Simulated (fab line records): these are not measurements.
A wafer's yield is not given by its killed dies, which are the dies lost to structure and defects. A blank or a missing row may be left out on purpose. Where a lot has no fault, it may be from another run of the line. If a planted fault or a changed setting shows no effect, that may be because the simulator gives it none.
Which tool did it? + flow gf180mcu + 6 lots, 18 wafers sampled, at 2 steps of a route of 602

== WHAT EACH GAUGE READ, for each wafer ==
GF_HV_LDD_THK_MEAS_55.
| lot  | measured     | on            | HV_LDD_CVD_54_THK (nm) |
|------|--------------|---------------|------------------------|
| L253 | day 13 02:00 | film_metro-02 | 9.90 9.94 9.99         |
| L255 | day 13 20:39 | film_metro-02 | 10.03 10.02 9.98       |
| L266 | day 17 13:01 | film_metro-02 | 9.81 9.86 9.86         |
| L269 | day 18 08:26 | film_metro-03 | 9.72 9.66 9.74         |
| L271 | day 19 03:54 | film_metro-02 | 9.78 9.72 9.85         |
| L273 | day 20 00:38 | film_metro-03 | 10.03 10.18 9.96       |

== EACH LOT AND THE TOOL THAT RAN IT (in order: tool; ch and the chambers of the sampled wafers; start) ==
| lot  | GF_HV_LDD_CVD_54            |
|------|-----------------------------|
| L253 | lpcvd-02 ch 1, day 13 00:59 |
| L255 | lpcvd-02 ch 1, day 13 19:38 |
| L266 | lpcvd-01 ch 1, day 17 11:58 |
| L269 | lpcvd-01 ch 0, day 18 07:25 |
| L271 | lpcvd-02 ch 1, day 19 02:53 |
| L273 | lpcvd-02 ch 1, day 19 23:36 |
- GF_HV_LDD_CVD_54: deposits SiO2 from TEOS, target thk 10 nm, time 75 s.

== THE ANSWER, worked out from the rows above alone ==
Rule: usual is defined by the lots themselves. Put in order of their means at a reading, lots are off if they are a third of the lots or fewer, leave a main group of 4 or more, and stand apart from it by a gap of 3 or more times the standard deviation of the main group's means; of several such gaps the widest counts. If all means in a main group match to the digits the tables above print for the reading, that group is not used. Also off: a lot with no number at a reading for which 4 or more lots have one. Any other lot the step has rows for is counted as sound.
No lot is off on any of the readings shown, so nothing can be concluded from this.

== WHAT THE SIMULATOR HAD INSERTED ==
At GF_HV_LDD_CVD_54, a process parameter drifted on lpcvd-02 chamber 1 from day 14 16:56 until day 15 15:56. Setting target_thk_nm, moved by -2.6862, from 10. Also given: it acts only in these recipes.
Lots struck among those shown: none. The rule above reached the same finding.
